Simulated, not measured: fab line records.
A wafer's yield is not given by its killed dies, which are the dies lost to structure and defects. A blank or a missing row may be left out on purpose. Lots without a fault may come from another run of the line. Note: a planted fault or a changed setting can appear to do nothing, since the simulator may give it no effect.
What tool caused it? :: flow sky130 :: Sampling: 7 lots, 21 wafers, 2 of 708 route steps

## WHAT THE GAUGES READ, wafer by wafer
SKY_SD_N_RS_MEAS_18: measures by four-point-probe.
lot: L213
measured: day 29 02:20
on: film_metro-01
RES_XHIGH_RS (ohm/sq): 332.1 333.1 332.5

lot: L216
measured: day 29 20:32
on: film_metro-03
RES_XHIGH_RS (ohm/sq): 331.0 332.1 332.2

lot: L220
measured: day 31 19:37
on: film_metro-03
RES_XHIGH_RS (ohm/sq): 355.0 354.0 353.1

lot: L223
measured: day 32 11:10
on: film_metro-01
RES_XHIGH_RS (ohm/sq): 355.3 354.5 354.5

lot: L229
measured: day 34 07:43
on: film_metro-04
RES_XHIGH_RS (ohm/sq): 336.1 335.4 335.2

lot: L232
measured: day 35 08:40
on: film_metro-03
RES_XHIGH_RS (ohm/sq): 335.5 334.7 335.3

lot: L234
measured: day 35 12:44
on: film_metro-03
RES_XHIGH_RS (ohm/sq): 335.5 336.5 335.2

## TOOL THAT RAN EACH LOT (tool first, then ch and the chambers of the sampled wafers, then the start)
lot: L213
SKY_RES_XHIGH_IMPLANT_07: implanter-04 ch 0, day 27 20:17

lot: L216
SKY_RES_XHIGH_IMPLANT_07: implanter-02 ch 0, day 28 14:57

lot: L220
SKY_RES_XHIGH_IMPLANT_07: implanter-04 ch 0, day 30 14:15

lot: L223
SKY_RES_XHIGH_IMPLANT_07: implanter-04 ch 0, day 31 05:54

lot: L229
SKY_RES_XHIGH_IMPLANT_07: implanter-02 ch 0, day 33 03:57

lot: L232
SKY_RES_XHIGH_IMPLANT_07: implanter-03 ch 0, day 34 04:24

lot: L234
SKY_RES_XHIGH_IMPLANT_07: implanter-04 ch 0, day 34 08:44
- SKY_RES_XHIGH_IMPLANT_07

## THE ANSWER, worked out from the rows above alone
Rule: the usual values come from the lots themselves. Put in order of their means at a reading, lots are off if they are a third of the lots or fewer, leave a main group of 4 or more, and stand apart from it by a gap of 3 or more times the standard deviation of the main group's means; of several such gaps the widest counts. Not used: any main group whose means are identical at the precision the tables above print for the reading. A lot without any number at a reading at which 4 lots or more have one is off too. The other lots that the step has rows for count as sound.
Off: L220, L223, at SKY_SD_N_RS_MEAS_18 (RES_XHIGH_RS). Main group: mean 334.2 ohm/sq, sd 1.7.
A tool fits if, at a process step before that reading, it ran every lot that is off, and no sound lot after the first of them. Those tools and the gauges at SKY_SD_N_RS_MEAS_18 are tried in the same way. None of those tried fits.

## WHAT THE SIMULATOR HAD PUT IN
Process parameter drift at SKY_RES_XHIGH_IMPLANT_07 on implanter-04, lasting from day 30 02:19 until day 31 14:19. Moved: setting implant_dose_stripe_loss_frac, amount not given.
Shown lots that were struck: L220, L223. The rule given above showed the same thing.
